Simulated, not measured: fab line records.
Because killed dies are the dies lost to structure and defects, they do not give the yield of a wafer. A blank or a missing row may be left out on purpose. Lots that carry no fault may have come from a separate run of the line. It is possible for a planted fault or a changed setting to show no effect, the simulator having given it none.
fab line records || flow gf180mcu || part 2 of 2: steps 29 to 42 of 42
[record] {"lots": 5, "wafers": 15, "last_day": 34}
route steps=602 shown PSD@261 NSD@262 SAB@264 SALICIDE@278 CONTACT@287
lots that met no fault: taken from a fault-free run of the same line
start_h: hours from the record's opening day to when the first of the lot's shown wafers began || wait_h: hours since the lot's step before || " the same as in the row above || L1.1+2: one row covering several wafers at once || - no value, or no start given || * or withheld: withheld || < > ~ a bound
route shown NAME@n: names a module that has steps shown in the file, with the first one's number in the route || usual: mean/standard deviation of fault-free wafers || same: alike in all rows || chamber/n: place in a boat || sites: readings site by site || _std_site: their standard deviation || _edge_site: inner sites' mean taken away from outer sites' mean || radius_mm: how far each site lies from the wafer's centre || mask NAME#n: copy n || behind: tool/chamber where the wafer was last shaped || hold: why the lot was held/for how many hours/how that ended || device: the transistor (n, p or np) that didn't switch || end of line: the route-end tests of the same wafers || for a step that has no rows: nothing shown but its recipe || killed: at the first sort, the dies lost to defects and structure; wafer yield is something else || map: the dies of a wafer, with x for killed, . for not killed, _ for no die there
set.NAME: the setting that was run; set.NAME@STEP: the one run at that earlier step || model.NAME: the simulator's own value behind a step, which no gauge read
lots seen at some steps along the route; tables by step, rows by wafer
services: from which hour (start_h, from the record's first day; less than 0 if before it) a tool's chamber was out of use, for how many hours, and why
[[steps]]
[step GF_CONTACT_CVD_02]
[recipe] {"material": "SiO2", "target_thk_nm": 860, "precursor": "TEOS", "temp_c": 400, "time_s": 95.992, "rf_w": 600}
[usual] {"heater_power_outer_w": "416/66", "heater_power_w": "723/95"}
{"lot.wafer": "L080.2", "tool": "pecvd-04", "chamber": 0, "start_h": 386.66, "wait_h": 0.0, "heater_power_outer_w": 441, "heater_power_w": 697}
{"lot.wafer": "L080.4", "tool": "pecvd-04", "chamber": 1, "start_h": 386.66, "wait_h": 0.0, "heater_power_outer_w": 357, "heater_power_w": 632}
{"lot.wafer": "L080.5", "tool": "pecvd-04", "chamber": 2, "start_h": 386.66, "wait_h": 0.0, "heater_power_outer_w": 511, "heater_power_w": 887}
{"lot.wafer": "L088.2", "tool": "pecvd-04", "chamber": 2, "start_h": 473.08, "wait_h": 0.0, "heater_power_outer_w": 504, "heater_power_w": 879}
{"lot.wafer": "L088.3", "tool": "pecvd-04", "chamber": 1, "start_h": 473.08, "wait_h": 0.0, "heater_power_outer_w": 301, "heater_power_w": 550}
{"lot.wafer": "L088.5", "tool": "pecvd-04", "chamber": 1, "start_h": 473.08, "wait_h": 0.0, "heater_power_outer_w": 336, "heater_power_w": 603}
{"lot.wafer": "L089.1", "tool": "pecvd-04", "chamber": 0, "start_h": 479.61, "wait_h": 0.1, "heater_power_outer_w": 398, "heater_power_w": 629}
{"lot.wafer": "L089.5", "tool": "pecvd-04", "chamber": 1, "start_h": 479.61, "wait_h": 0.1, "heater_power_outer_w": 369, "heater_power_w": 672}
{"lot.wafer": "L089.6", "tool": "pecvd-04", "chamber": 0, "start_h": 479.61, "wait_h": 0.1, "heater_power_outer_w": 434, "heater_power_w": 683}
{"lot.wafer": "L095.2", "tool": "pecvd-01", "chamber": 1, "start_h": 517.00, "wait_h": 0.0, "heater_power_outer_w": 357, "heater_power_w": 647}
{"lot.wafer": "L095.4", "tool": "pecvd-01", "chamber": 2, "start_h": 517.00, "wait_h": 0.0, "heater_power_outer_w": 446, "heater_power_w": 790}
{"lot.wafer": "L095.6", "tool": "pecvd-01", "chamber": 0, "start_h": 517.00, "wait_h": 0.0, "heater_power_outer_w": 393, "heater_power_w": 716}
{"lot.wafer": "L096.1", "tool": "pecvd-03", "chamber": 2, "start_h": 524.15, "wait_h": 0.1, "heater_power_outer_w": 508, "heater_power_w": 912}
{"lot.wafer": "L096.3", "tool": "pecvd-03", "chamber": 2, "start_h": 524.15, "wait_h": 0.1, "heater_power_outer_w": 536, "heater_power_w": 926}
{"lot.wafer": "L096.6", "tool": "pecvd-03", "chamber": 2, "start_h": 524.15, "wait_h": 0.1, "heater_power_outer_w": 404, "heater_power_w": 763}
[step GF_CONTACT_THK_MEAS_03]
[recipe] {"reads": "SiO2_of_CONTACT_CVD_02"}
[usual] {"CONTACT_CVD_02_THK": "857/9.7"}
{"lot.wafer": "L080.2", "tool": "film_metro-04", "chamber": "-", "start_h": 386.74, "wait_h": 0.0, "CONTACT_CVD_02_THK[nm]": 846}
{"lot.wafer": "L080.4", "tool": "film_metro-04", "chamber": "-", "start_h": 386.74, "wait_h": 0.0, "CONTACT_CVD_02_THK[nm]": 862}
{"lot.wafer": "L080.5", "tool": "film_metro-04", "chamber": "-", "start_h": 386.74, "wait_h": 0.0, "CONTACT_CVD_02_THK[nm]": 858}
{"lot.wafer": "L088.2", "tool": "film_metro-01", "chamber": "-", "start_h": 473.16, "wait_h": 0.0, "CONTACT_CVD_02_THK[nm]": 848}
{"lot.wafer": "L088.3", "tool": "film_metro-01", "chamber": "-", "start_h": 473.16, "wait_h": 0.0, "CONTACT_CVD_02_THK[nm]": 857}
{"lot.wafer": "L088.5", "tool": "film_metro-01", "chamber": "-", "start_h": 473.16, "wait_h": 0.0, "CONTACT_CVD_02_THK[nm]": 867}
{"lot.wafer": "L089.1", "tool": "film_metro-04", "chamber": "-", "start_h": 479.68, "wait_h": 0.0, "CONTACT_CVD_02_THK[nm]": 849}
{"lot.wafer": "L089.5", "tool": "film_metro-04", "chamber": "-", "start_h": 479.68, "wait_h": 0.0, "CONTACT_CVD_02_THK[nm]": 860}
{"lot.wafer": "L089.6", "tool": "film_metro-04", "chamber": "-", "start_h": 479.68, "wait_h": 0.0, "CONTACT_CVD_02_THK[nm]": 864}
{"lot.wafer": "L095.2", "tool": "film_metro-03", "chamber": "-", "start_h": 517.08, "wait_h": 0.0, "CONTACT_CVD_02_THK[nm]": 835}
{"lot.wafer": "L095.4", "tool": "film_metro-03", "chamber": "-", "start_h": 517.08, "wait_h": 0.0, "CONTACT_CVD_02_THK[nm]": 849}
{"lot.wafer": "L095.6", "tool": "film_metro-03", "chamber": "-", "start_h": 517.08, "wait_h": 0.0, "CONTACT_CVD_02_THK[nm]": 844}
{"lot.wafer": "L096.1", "tool": "film_metro-03", "chamber": "-", "start_h": 524.25, "wait_h": 0.1, "CONTACT_CVD_02_THK[nm]": 835}
{"lot.wafer": "L096.3", "tool": "film_metro-03", "chamber": "-", "start_h": 524.25, "wait_h": 0.1, "CONTACT_CVD_02_THK[nm]": 847}
{"lot.wafer": "L096.6", "tool": "film_metro-03", "chamber": "-", "start_h": 524.25, "wait_h": 0.1, "CONTACT_CVD_02_THK[nm]": 856}
[step GF_CONTACT_CMP_04]
[recipe] {"material": "SiO2", "down_force_psi": 4, "platen_rpm": 60, "pad_velocity_m_s": 0.94248}
[usual] {"motor_current_A": "13.0/1.2", "retaining_ring_pressure_frac": "1.000/0.0044", "time_to_endpoint_s": "110/6.5"}
{"lot.wafer": "L080.4", "tool": "cmp-01", "chamber": 0, "start_h": 386.79, "wait_h": 0.0, "motor_current_A": 11.5, "retaining_ring_pressure_frac": 1.003, "time_to_endpoint_s": 105}
{"lot.wafer": "L080.2", "tool": "cmp-01", "chamber": 2, "start_h": 386.79, "wait_h": 0.0, "motor_current_A": 12.6, "retaining_ring_pressure_frac": 0.998, "time_to_endpoint_s": 105}
{"lot.wafer": "L080.5", "tool": "cmp-01", "chamber": 1, "start_h": 386.79, "wait_h": 0.0, "motor_current_A": 13.6, "retaining_ring_pressure_frac": 0.996, "time_to_endpoint_s": 104}
{"lot.wafer": "L088.3", "tool": "cmp-02", "chamber": 1, "start_h": 473.21, "wait_h": 0.0, "motor_current_A": 12.8, "retaining_ring_pressure_frac": 0.996, "time_to_endpoint_s": 104}
{"lot.wafer": "L088.2", "tool": "cmp-02", "chamber": 0, "start_h": 473.21, "wait_h": 0.0, "motor_current_A": 15.0, "retaining_ring_pressure_frac": 0.995, "time_to_endpoint_s": 117}
{"lot.wafer": "L088.5", "tool": "cmp-02", "chamber": 2, "start_h": 473.21, "wait_h": 0.0, "motor_current_A": 11.9, "retaining_ring_pressure_frac": 1.004, "time_to_endpoint_s": 121}
{"lot.wafer": "L089.1", "tool": "cmp-02", "chamber": 2, "start_h": 479.79, "wait_h": 0.1, "motor_current_A": 12.0, "retaining_ring_pressure_frac": 1.001, "time_to_endpoint_s": 110}
{"lot.wafer": "L089.6", "tool": "cmp-02", "chamber": 1, "start_h": 479.79, "wait_h": 0.1, "motor_current_A": 12.6, "retaining_ring_pressure_frac": 0.999, "time_to_endpoint_s": 113}
{"lot.wafer": "L089.5", "tool": "cmp-02", "chamber": 2, "start_h": 479.79, "wait_h": 0.1, "motor_current_A": 11.8, "retaining_ring_pressure_frac": 0.991, "time_to_endpoint_s": 118}
{"lot.wafer": "L095.4", "tool": "cmp-02", "chamber": 2, "start_h": 517.13, "wait_h": 0.0, "motor_current_A": 11.3, "retaining_ring_pressure_frac": 1.003, "time_to_endpoint_s": 110}
{"lot.wafer": "L095.2", "tool": "cmp-02", "chamber": 3, "start_h": 517.13, "wait_h": 0.0, "motor_current_A": 14.6, "retaining_ring_pressure_frac": 1.002, "time_to_endpoint_s": 96}
{"lot.wafer": "L095.6", "tool": "cmp-02", "chamber": 2, "start_h": 517.13, "wait_h": 0.0, "motor_current_A": 11.6, "retaining_ring_pressure_frac": 0.997, "time_to_endpoint_s": 106}
{"lot.wafer": "L096.1", "tool": "cmp-02", "chamber": 0, "start_h": 524.31, "wait_h": 0.1, "motor_current_A": 14.9, "retaining_ring_pressure_frac": 1.000, "time_to_endpoint_s": 111}
{"lot.wafer": "L096.3", "tool": "cmp-02", "chamber": 3, "start_h": 524.31, "wait_h": 0.1, "motor_current_A": 14.6, "retaining_ring_pressure_frac": 1.001, "time_to_endpoint_s": 100}
{"lot.wafer": "L096.6", "tool": "cmp-02", "chamber": 0, "start_h": 524.31, "wait_h": 0.1, "motor_current_A": 14.5, "retaining_ring_pressure_frac": 1.005, "time_to_endpoint_s": 121}
[step GF_CONTACT_BOW_MEAS_05]
[recipe] {"mode": "bow"}
[usual] {"CONTACT_BOW": "66/7.4"}
{"lot.wafer": "L080.2", "tool": "film_metro-03", "chamber": "-", "start_h": 387.11, "wait_h": 0.2, "CONTACT_BOW[um]": 69}
{"lot.wafer": "L080.4", "tool": "film_metro-03", "chamber": "-", "start_h": 387.11, "wait_h": 0.2, "CONTACT_BOW[um]": 79}
{"lot.wafer": "L080.5", "tool": "film_metro-03", "chamber": "-", "start_h": 387.11, "wait_h": 0.2, "CONTACT_BOW[um]": 66}
{"lot.wafer": "L088.2", "tool": "film_metro-04", "chamber": "-", "start_h": 473.53, "wait_h": 0.1, "CONTACT_BOW[um]": 68}
{"lot.wafer": "L088.3", "tool": "film_metro-04", "chamber": "-", "start_h": 473.53, "wait_h": 0.1, "CONTACT_BOW[um]": 67}
{"lot.wafer": "L088.5", "tool": "film_metro-04", "chamber": "-", "start_h": 473.53, "wait_h": 0.1, "CONTACT_BOW[um]": 67}
{"lot.wafer": "L089.1", "tool": "film_metro-04", "chamber": "-", "start_h": 480.04, "wait_h": 0.2, "CONTACT_BOW[um]": 73}
{"lot.wafer": "L089.5", "tool": "film_metro-04", "chamber": "-", "start_h": 480.04, "wait_h": 0.2, "CONTACT_BOW[um]": 57}
{"lot.wafer": "L089.6", "tool": "film_metro-04", "chamber": "-", "start_h": 480.04, "wait_h": 0.2, "CONTACT_BOW[um]": 67}
{"lot.wafer": "L095.2", "tool": "film_metro-01", "chamber": "-", "start_h": 517.45, "wait_h": 0.2, "CONTACT_BOW[um]": 56}
{"lot.wafer": "L095.4", "tool": "film_metro-01", "chamber": "-", "start_h": 517.45, "wait_h": 0.2, "CONTACT_BOW[um]": 71}
{"lot.wafer": "L095.6", "tool": "film_metro-01", "chamber": "-", "start_h": 517.45, "wait_h": 0.2, "CONTACT_BOW[um]": 75}
{"lot.wafer": "L096.1", "tool": "film_metro-03", "chamber": "-", "start_h": 524.61, "wait_h": 0.2, "CONTACT_BOW[um]": 76}
{"lot.wafer": "L096.3", "tool": "film_metro-03", "chamber": "-", "start_h": 524.61, "wait_h": 0.2, "CONTACT_BOW[um]": 68}
{"lot.wafer": "L096.6", "tool": "film_metro-03", "chamber": "-", "start_h": 524.61, "wait_h": 0.2, "CONTACT_BOW[um]": 79}
[step GF_CONTACT_DEHYDRATE_06]
[recipe] {"temp_c": 200, "time_s": 60}
{"lot.wafer": "L080.2+4+5", "tool": "litho_track-04", "chamber": 0, "start_h": 398.55, "wait_h": 11.4}
{"lot.wafer": "L088.2+3+5", "tool": "litho_track-03", "chamber": 0, "start_h": 485.05, "wait_h": 11.5}
{"lot.wafer": "L089.1+5+6", "tool": "litho_track-02", "chamber": 0, "start_h": 492.21, "wait_h": 12.1}
{"lot.wafer": "L095.2+4+6", "tool": "litho_track-02", "chamber": 0, "start_h": 528.99, "wait_h": 11.5}
{"lot.wafer": "L096.1+3+6", "tool": "litho_track-03", "chamber": 0, "start_h": 535.38, "wait_h": 10.7}
[step GF_CONTACT_HMDS_07]
[recipe] {"prime_time_s": 60, "prime_temp_c": 120}
[same] {"prime_time_s": 60}
{"lot.wafer": "L080.2+4+5", "tool": "litho_track-04", "chamber": 0, "start_h": 398.70, "wait_h": 0.1}
{"lot.wafer": "L088.2+3+5", "tool": "litho_track-03", "chamber": 0, "start_h": 485.20, "wait_h": 0.1}
{"lot.wafer": "L089.1+5+6", "tool": "litho_track-02", "chamber": 0, "start_h": 492.36, "wait_h": 0.1}
{"lot.wafer": "L095.2+4+6", "tool": "litho_track-02", "chamber": 0, "start_h": 529.14, "wait_h": 0.1}
{"lot.wafer": "L096.1+3+6", "tool": "litho_track-03", "chamber": 0, "start_h": 535.53, "wait_h": 0.1}
[step GF_CONTACT_COAT_08]
[recipe] {"resist": "BARC", "temp_c": "withheld", "time_s": "withheld", "spin_rpm": "withheld", "resist_thk_nm": "withheld"}
{"lot.wafer": "L080.2+4+5", "tool": "litho_track-04", "chamber": 0, "start_h": 398.85, "wait_h": 0.1}
{"lot.wafer": "L088.2+3+5", "tool": "litho_track-03", "chamber": 0, "start_h": 485.35, "wait_h": 0.1}
{"lot.wafer": "L089.1+5+6", "tool": "litho_track-02", "chamber": 0, "start_h": 492.51, "wait_h": 0.1}
{"lot.wafer": "L095.2+4+6", "tool": "litho_track-02", "chamber": 0, "start_h": 529.29, "wait_h": 0.1}
{"lot.wafer": "L096.1+3+6", "tool": "litho_track-03", "chamber": 0, "start_h": 535.68, "wait_h": 0.1}
[step GF_CONTACT_COAT_09]
[recipe] {"resist": "KrF", "spin_rpm": "withheld", "resist_thk_nm": 1000}
{"lot.wafer": "L080.2+4+5", "tool": "litho_track-04", "chamber": 0, "start_h": "-", "wait_h": "-"}
{"lot.wafer": "L088.2+3+5", "tool": "litho_track-03", "chamber": 0, "start_h": "-", "wait_h": "-"}
{"lot.wafer": "L089.1+5+6", "tool": "litho_track-02", "chamber": 0, "start_h": "-", "wait_h": "-"}
{"lot.wafer": "L095.2+4+6", "tool": "litho_track-02", "chamber": 0, "start_h": "-", "wait_h": "-"}
{"lot.wafer": "L096.1+3+6", "tool": "litho_track-03", "chamber": 0, "start_h": "-", "wait_h": "-"}
[step GF_CONTACT_SOFTBAKE_10]
[recipe] {"temp_c": 130, "time_s": 60, "resist": "KrF"}
{"lot.wafer": "L080.2+4+5", "tool": "litho_track-04", "chamber": 0, "start_h": "-", "wait_h": "-"}
{"lot.wafer": "L088.2+3+5", "tool": "litho_track-03", "chamber": 0, "start_h": "-", "wait_h": "-"}
{"lot.wafer": "L089.1+5+6", "tool": "litho_track-02", "chamber": 0, "start_h": "-", "wait_h": "-"}
{"lot.wafer": "L095.2+4+6", "tool": "litho_track-02", "chamber": 0, "start_h": "-", "wait_h": "-"}
{"lot.wafer": "L096.1+3+6", "tool": "litho_track-03", "chamber": 0, "start_h": "-", "wait_h": "-"}
[step GF_CONTACT_EXPOSE_11]
[recipe] {"mask_id": "Contact", "target_cd_nm": 220, "na": 0.68, "source_shape": "conventional", "sigma_outer": 0.6, "dose_mj": 38}
[usual] {"focus_offset_nm": "0.1/0.49"}
{"lot.wafer": "L080.2", "tool": "krf_scanner-02", "chamber": 0, "start_h": "-", "wait_h": "-", "mask": "Contact#0", "focus_offset_nm": 0.7}
{"lot.wafer": "L080.4", "tool": "krf_scanner-02", "chamber": 0, "start_h": "-", "wait_h": "-", "mask": "Contact#0", "focus_offset_nm": 1.0}
{"lot.wafer": "L080.5", "tool": "krf_scanner-02", "chamber": 0, "start_h": "-", "wait_h": "-", "mask": "Contact#0", "focus_offset_nm": 0.9}
{"lot.wafer": "L088.2", "tool": "krf_scanner-02", "chamber": 0, "start_h": "-", "wait_h": "-", "mask": "Contact#0", "focus_offset_nm": 0.5}
{"lot.wafer": "L088.3", "tool": "krf_scanner-02", "chamber": 0, "start_h": "-", "wait_h": "-", "mask": "Contact#0", "focus_offset_nm": 0.2}
{"lot.wafer": "L088.5", "tool": "krf_scanner-02", "chamber": 0, "start_h": "-", "wait_h": "-", "mask": "Contact#0", "focus_offset_nm": -0.4}
{"lot.wafer": "L089.1", "tool": "krf_scanner-02", "chamber": 0, "start_h": "-", "wait_h": "-", "mask": "Contact#0", "focus_offset_nm": -0.1}
{"lot.wafer": "L089.5", "tool": "krf_scanner-02", "chamber": 0, "start_h": "-", "wait_h": "-", "mask": "Contact#0", "focus_offset_nm": 0.8}
{"lot.wafer": "L089.6", "tool": "krf_scanner-02", "chamber": 0, "start_h": "-", "wait_h": "-", "mask": "Contact#0", "focus_offset_nm": 0.2}
{"lot.wafer": "L095.2", "tool": "krf_scanner-02", "chamber": 0, "start_h": "-", "wait_h": "-", "mask": "Contact#0", "focus_offset_nm": 0.6}
{"lot.wafer": "L095.4", "tool": "krf_scanner-02", "chamber": 0, "start_h": "-", "wait_h": "-", "mask": "Contact#0", "focus_offset_nm": 0.0}
{"lot.wafer": "L095.6", "tool": "krf_scanner-02", "chamber": 0, "start_h": "-", "wait_h": "-", "mask": "Contact#0", "focus_offset_nm": -0.3}
{"lot.wafer": "L096.1", "tool": "krf_scanner-01", "chamber": 0, "start_h": "-", "wait_h": "-", "mask": "Contact#0", "focus_offset_nm": -0.2}
{"lot.wafer": "L096.3", "tool": "krf_scanner-01", "chamber": 0, "start_h": "-", "wait_h": "-", "mask": "Contact#0", "focus_offset_nm": 0.5}
{"lot.wafer": "L096.6", "tool": "krf_scanner-01", "chamber": 0, "start_h": "-", "wait_h": "-", "mask": "Contact#0", "focus_offset_nm": 0.5}
[step GF_CONTACT_PEB_12]
[recipe] {"peb_temp_c": 135, "peb_time_s": 90, "resist": "KrF"}
{"lot.wafer": "L080.2+4+5", "tool": "litho_track-02", "chamber": 0, "start_h": "-", "wait_h": "-"}
{"lot.wafer": "L088.2+3+5", "tool": "litho_track-03", "chamber": 0, "start_h": "-", "wait_h": "-"}
{"lot.wafer": "L089.1+5+6", "tool": "litho_track-03", "chamber": 0, "start_h": "-", "wait_h": "-"}
{"lot.wafer": "L095.2+4+6", "tool": "litho_track-03", "chamber": 0, "start_h": "-", "wait_h": "-"}
{"lot.wafer": "L096.1+3+6", "tool": "litho_track-02", "chamber": 0, "start_h": "-", "wait_h": "-"}
[step GF_CONTACT_DEVELOP_13]
[recipe] {"develop_time_s": 60, "resist": "KrF", "dev_temp_c": 21}
{"lot.wafer": "L080.2+4+5", "tool": "litho_track-02", "chamber": 0, "start_h": 411.29, "wait_h": 0.2}
{"lot.wafer": "L088.2+3+5", "tool": "litho_track-03", "chamber": 0, "start_h": 497.55, "wait_h": 0.2}
{"lot.wafer": "L089.1+5+6", "tool": "litho_track-03", "chamber": 0, "start_h": 503.73, "wait_h": 0.2}
{"lot.wafer": "L095.2+4+6", "tool": "litho_track-03", "chamber": 0, "start_h": 541.20, "wait_h": 0.2}
{"lot.wafer": "L096.1+3+6", "tool": "litho_track-02", "chamber": 0, "start_h": 547.41, "wait_h": 0.2}
[step GF_CONTACT_CD_MEAS_14]
[recipe] {"target_cd_nm": 220}
[usual] {"cd_nm": "220.1/1.2"}
{"lot.wafer": "L080.2", "tool": "cd_sem-01", "chamber": "-", "start_h": 411.43, "wait_h": 0.1, "cd_nm": 220.6}
{"lot.wafer": "L080.4", "tool": "cd_sem-01", "chamber": "-", "start_h": 411.43, "wait_h": 0.1, "cd_nm": 220.8}
{"lot.wafer": "L080.5", "tool": "cd_sem-01", "chamber": "-", "start_h": 411.43, "wait_h": 0.1, "cd_nm": 220.4}
{"lot.wafer": "L088.2", "tool": "cd_sem-01", "chamber": "-", "start_h": 497.70, "wait_h": 0.1, "cd_nm": 220.1}
{"lot.wafer": "L088.3", "tool": "cd_sem-01", "chamber": "-", "start_h": 497.70, "wait_h": 0.1, "cd_nm": 220.7}
{"lot.wafer": "L088.5", "tool": "cd_sem-01", "chamber": "-", "start_h": 497.70, "wait_h": 0.1, "cd_nm": 220.7}
{"lot.wafer": "L089.1", "tool": "cd_sem-01", "chamber": "-", "start_h": 503.88, "wait_h": 0.1, "cd_nm": 221.0}
{"lot.wafer": "L089.5", "tool": "cd_sem-01", "chamber": "-", "start_h": 503.88, "wait_h": 0.1, "cd_nm": 219.5}
{"lot.wafer": "L089.6", "tool": "cd_sem-01", "chamber": "-", "start_h": 503.88, "wait_h": 0.1, "cd_nm": 220.7}
{"lot.wafer": "L095.2", "tool": "cd_sem-02", "chamber": "-", "start_h": 541.35, "wait_h": 0.1, "cd_nm": 220.3}
{"lot.wafer": "L095.4", "tool": "cd_sem-02", "chamber": "-", "start_h": 541.35, "wait_h": 0.1, "cd_nm": 219.4}
{"lot.wafer": "L095.6", "tool": "cd_sem-02", "chamber": "-", "start_h": 541.35, "wait_h": 0.1, "cd_nm": 219.5}
{"lot.wafer": "L096.1", "tool": "cd_sem-02", "chamber": "-", "start_h": 547.56, "wait_h": 0.1, "cd_nm": 220.6}
{"lot.wafer": "L096.3", "tool": "cd_sem-02", "chamber": "-", "start_h": 547.56, "wait_h": 0.1, "cd_nm": 220.3}
{"lot.wafer": "L096.6", "tool": "cd_sem-02", "chamber": "-", "start_h": 547.56, "wait_h": 0.1, "cd_nm": 220.4}
[step GF_CONTACT_OVL_MEAS_15]
[usual] {"CONTACT_OVL": "-1/6.5"}
{"lot.wafer": "L080.2", "tool": "overlay-02", "chamber": "-", "start_h": 411.54, "wait_h": 0.1, "CONTACT_OVL[nm]": 5}
{"lot.wafer": "L080.4", "tool": "overlay-02", "chamber": "-", "start_h": 411.54, "wait_h": 0.1, "CONTACT_OVL[nm]": 8}
{"lot.wafer": "L080.5", "tool": "overlay-02", "chamber": "-", "start_h": 411.54, "wait_h": 0.1, "CONTACT_OVL[nm]": -3}
{"lot.wafer": "L088.2", "tool": "overlay-01", "chamber": "-", "start_h": 497.80, "wait_h": 0.1, "CONTACT_OVL[nm]": 9}
{"lot.wafer": "L088.3", "tool": "overlay-01", "chamber": "-", "start_h": 497.80, "wait_h": 0.1, "CONTACT_OVL[nm]": 1}
{"lot.wafer": "L088.5", "tool": "overlay-01", "chamber": "-", "start_h": 497.80, "wait_h": 0.1, "CONTACT_OVL[nm]": 4}
{"lot.wafer": "L089.1", "tool": "overlay-02", "chamber": "-", "start_h": 504.00, "wait_h": 0.1, "CONTACT_OVL[nm]": 6}
{"lot.wafer": "L089.5", "tool": "overlay-02", "chamber": "-", "start_h": 504.00, "wait_h": 0.1, "CONTACT_OVL[nm]": 10}
{"lot.wafer": "L089.6", "tool": "overlay-02", "chamber": "-", "start_h": 504.00, "wait_h": 0.1, "CONTACT_OVL[nm]": -2}
{"lot.wafer": "L095.2", "tool": "overlay-02", "chamber": "-", "start_h": 541.45, "wait_h": 0.1, "CONTACT_OVL[nm]": 5}
{"lot.wafer": "L095.4", "tool": "overlay-02", "chamber": "-", "start_h": 541.45, "wait_h": 0.1, "CONTACT_OVL[nm]": 6}
{"lot.wafer": "L095.6", "tool": "overlay-02", "chamber": "-", "start_h": 541.45, "wait_h": 0.1, "CONTACT_OVL[nm]": 2}
{"lot.wafer": "L096.1", "tool": "overlay-01", "chamber": "-", "start_h": 547.68, "wait_h": 0.1, "CONTACT_OVL[nm]": 6}
{"lot.wafer": "L096.3", "tool": "overlay-01", "chamber": "-", "start_h": 547.68, "wait_h": 0.1, "CONTACT_OVL[nm]": 9}
{"lot.wafer": "L096.6", "tool": "overlay-01", "chamber": "-", "start_h": 547.68, "wait_h": 0.1, "CONTACT_OVL[nm]": 10}
[[services]]
{"tool": "pvd_sputter-01", "chamber": "-", "start_h": 340.79, "hours": 4.4, "kind": "repair"}
{"tool": "rtp_anneal-01", "chamber": "-", "start_h": 340.98, "hours": 4.9, "kind": "pm"}
{"tool": "krf_scanner-02", "chamber": "-", "start_h": 344.47, "hours": 0.1, "kind": "repair"}
{"tool": "krf_scanner-02", "chamber": "-", "start_h": 347.31, "hours": 1.0, "kind": "pm"}
{"tool": "krf_scanner-02", "chamber": "-", "start_h": 353.72, "hours": 4.4, "kind": "pm"}
{"tool": "iline_stepper-01", "chamber": "-", "start_h": 359.27, "hours": 1.7, "kind": "pm"}
{"tool": "pvd_sputter-01", "chamber": "-", "start_h": 359.89, "hours": 11.3, "kind": "repair"}
{"tool": "pvd_sputter-02", "chamber": "-", "start_h": 362.83, "hours": 1.9, "kind": "repair"}
{"tool": "krf_scanner-02", "chamber": "-", "start_h": 364.32, "hours": 0.2, "kind": "repair"}
{"tool": "cmp-02", "chamber": "-", "start_h": 368.90, "hours": 1.1, "kind": "repair"}
{"tool": "hdpcvd-02", "chamber": "-", "start_h": 371.67, "hours": 1.4, "kind": "repair"}
{"tool": "krf_scanner-02", "chamber": "-", "start_h": 383.91, "hours": 1.3, "kind": "pm"}
{"tool": "cmp-02", "chamber": "-", "start_h": 404.00, "hours": 4.0, "kind": "pm"}
{"tool": "krf_scanner-02", "chamber": "-", "start_h": 419.42, "hours": 1.9, "kind": "repair"}
{"tool": "pvd_sputter-02", "chamber": "-", "start_h": 422.27, "hours": 7.5, "kind": "repair"}
{"tool": "wet_bench-01", "chamber": "-", "start_h": 485.12, "hours": 6.3, "kind": "repair"}
{"tool": "cmp-02", "chamber": "-", "start_h": 505.62, "hours": 4.6, "kind": "pm"}
{"tool": "krf_scanner-02", "chamber": "-", "start_h": 516.31, "hours": 1.0, "kind": "pm"}
{"tool": "pvd_sputter-01", "chamber": "-", "start_h": 518.69, "hours": 1.6, "kind": "repair"}
{"tool": "krf_scanner-02", "chamber": "-", "start_h": 532.29, "hours": 1.6, "kind": "repair"}
{"tool": "krf_scanner-02", "chamber": "-", "start_h": 541.46, "hours": 1.0, "kind": "repair"}
{"tool": "pvd_sputter-01", "chamber": "-", "start_h": 541.92, "hours": 3.5, "kind": "repair"}
{"tool": "krf_scanner-02", "chamber": "-", "start_h": 542.44, "hours": 4.0, "kind": "pm"}
{"tool": "rtp_anneal-02", "chamber": "-", "start_h": 543.64, "hours": 7.7, "kind": "pm"}
